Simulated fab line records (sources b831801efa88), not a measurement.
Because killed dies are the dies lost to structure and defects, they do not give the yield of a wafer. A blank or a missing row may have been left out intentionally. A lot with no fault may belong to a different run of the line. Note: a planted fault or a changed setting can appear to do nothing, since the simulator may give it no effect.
Comparing a struck lot with a sound one | flow gf180mcu | 27 steps out of a route of 602
Sound: the wafers L759.1, L759.3, L759.4. Struck: wafers L746.3, L746.5, L746.6. The cause comes at the end.
Order at every step that has rows: each side's tool, ch and its chambers, its first start. Under that, the readings that differ: sound wafers | struck wafers | difference of the means | sigmas: that difference in standard deviations of wafers without a fault.
alike: same words and numbers on both sides, and readings whose means sit less than 2 such deviations apart. not compared: any withheld reading, any reading some wafer has no value for, any bound like >300 that may hide the same value, and any number with overlapping values for which the record gives no deviation.
The two part at a step that has a row with sigmas, a row that says differs or no value, or rows on one side only. Non-overlapping numbers with no deviation appear without sigmas and do not part them. A reading missing from all wafers of one side parts the sides only when that side holds two or more wafers.

GF_STI_BOW_MEAS_00:
  sound on filmMetro-02, day 6 00:00; struck on filmMetro-04, day 3 07:02
  alike: INCOMING_BOW
then, 1 step without rows for these wafers: GF_STI_OXIDATION_01 (stabilise 600 s, purge 300 s, target thk 10 nm).
GF_STI_THK_MEAS_02:
  sound on filmMetro-02, day 6 01:31; struck on filmMetro-04, day 3 09:04
  alike: STI_OXIDATION_THK
GF_STI_CVD_03: deposits Si3N4 from DCS/NH3, target thk 207.16 nm, time 3551 s.
  sound on lpcvd-02 ch 0, day 6 01:34; struck on lpcvd-01 ch 0, day 3 11:16
  alike: zonePowerBottomPct
GF_STI_THK_MEAS_04:
  sound on filmMetro-03, day 6 03:34; struck on filmMetro-02, day 3 13:16
reading             | sound             | struck            | difference | sigmas
STI_CVD_03_THK (nm) | 204.3 206.7 209.6 | 418.6 419.5 420.2 | +212.6     | +97
then, 7 steps without rows for these wafers: GF_STI_DEHYDRATE_05 (time 57.01 s); GF_STI_HMDS_06 (prime time 60 s); GF_STI_COAT_07 (resist thk 700 nm); GF_STI_SOFTBAKE_08 (time 60 s); GF_STI_EXPOSE_09 (exposes mask COMP, target cd 220 nm); GF_STI_PEB_10 (peb time 90 s); GF_STI_DEVELOP_11 (develop time 60 s).
GF_STI_CD_MEAS_12: the cd target is 220 nm.
  sound on cdSem-02, day 6 18:14; struck on cdSem-02, day 4 00:01
  alike: cdNm
GF_STI_ETCH_13: etches the open film in CHF3/O2, stops on Si, target depth 282.31 nm, time 112.9 s.
  sound on rieDiel-03 ch 1,2,3, day 6 18:21; struck on rieDiel-02 ch 1,2, day 4 00:06
reading                 | sound             | struck            | difference | sigmas
oesProductAu (a.u.)     | 0.820 0.838 0.843 | 0.978 0.993 0.985 | +0.152     | +22
throttleValvePct (%)    | 8.833 8.816 8.812 | 8.860 8.863 8.857 | +0.040     | +4
model.etch.depthNm (nm) | 204.3 206.5 209.6 | 276.3 277.1 275.7 | +69.6      | 
  alike: drypumpMotorCurrentA
  not compared: rfHoursCounterH
GF_STI_ETCH_14: etches Si in HBr/Cl2/O2, target depth 360 nm, time 102.9 s.
  sound on rieSi-01 ch 0,1,3, day 6 18:26; struck on rieSi-01 ch 0,3, day 4 00:11
reading              | sound                | struck               | difference | sigmas
oesProductAu (a.u.)  | 1.004 1.022 1.003    | 0.354 0.346 0.342    | -0.662     | -78
throttleValvePct (%) | 25.648 25.662 25.640 | 26.080 26.067 26.089 | +0.429     | +39
  alike: drypumpMotorCurrentA
  not compared: rfHoursCounterH
GF_STI_STRIP_15: strips in O2/N2.
  sound on plasmaAsher-03 ch 0,1, day 6 18:30; struck on plasmaAsher-03 ch 0,1, day 4 00:17
  alike: drypumpMotorCurrentA, heaterPowerW, oesProductAu, stripTimeToEndpointS
  not compared: rfHoursCounterH
GF_STI_CLEAN_16: cleans in dHF, time 25 s.
  sound on wetBench-03 ch 0, day 6 18:36; struck on wetBench-01 ch 0, day 4 00:22
reading                              | sound           | struck          | difference | sigmas
model.Si3N4_of_STI_CVD_03.thkNm (nm) | 203.8 206 209.1 | 417.7 418.8 420 | +212.5     | 
then, 6 steps without rows for these wafers: GF_STI_WET_ETCH_17 (etches Si3N4 in H3PO4, target depth 45 nm, time 514 s); GF_STI_CLEAN_18 (cleans in SC1/SC2, time 150 s); GF_STI_CLEAN_19 (cleans in dHF, time 20 s); GF_STI_WET_ETCH_20 (etches SiO2 in dHF, target depth 20 nm, time 400 s); GF_STI_OXIDATION_21 (stabilise 600 s, purge 300 s, target thk 15 nm); GF_STI_CVD_23 (deposits SiO2, target thk 650 nm, time 108.3 s).
GF_STI_CMP_25: polishes, stops on Si3N4, t overpolish 33 s, target thk 524.6 nm.
  sound on cmp-02 ch 0,1,3, day 6 20:22; struck on cmp-02 ch 0,1,3, day 4 02:08
  alike: motorCurrentA, overpolishRunS, timeToEndpointS
GF_STI_WET_ETCH_26: etches SiO2 in dHF, target depth 94 nm, time 188 s.
  sound on wetBench-03 ch 0, day 6 20:37; struck on wetBench-01 ch 2, day 4 02:20
reading                              | sound         | struck            | difference | sigmas
model.Si3N4_of_STI_CVD_03.thkNm (nm) | 147.7 150 153 | 362.6 363.7 364.8 | +213.5     | 
then, 1 step without rows for these wafers: GF_STI_WET_ETCH_27 (etches Si3N4 in H3PO4, target depth 160 nm, time 1825 s).
-- the record jumps here: 28 days lie between the struck wafers' starts before and after (it left off in module STI and takes up again in module PASSIVATION, whose first step shown is number 602 of the route) --
GF_PASSIVATION_PROBE_99:
  rows exist in the record for the struck wafers here (prober-02, day 31 20:29), but not for the sound ones

WHERE THEY PART
First at GF_STI_THK_MEAS_04; last, within this record, at GF_PASSIVATION_PROBE_99.

WHY: what had been put in by the simulator
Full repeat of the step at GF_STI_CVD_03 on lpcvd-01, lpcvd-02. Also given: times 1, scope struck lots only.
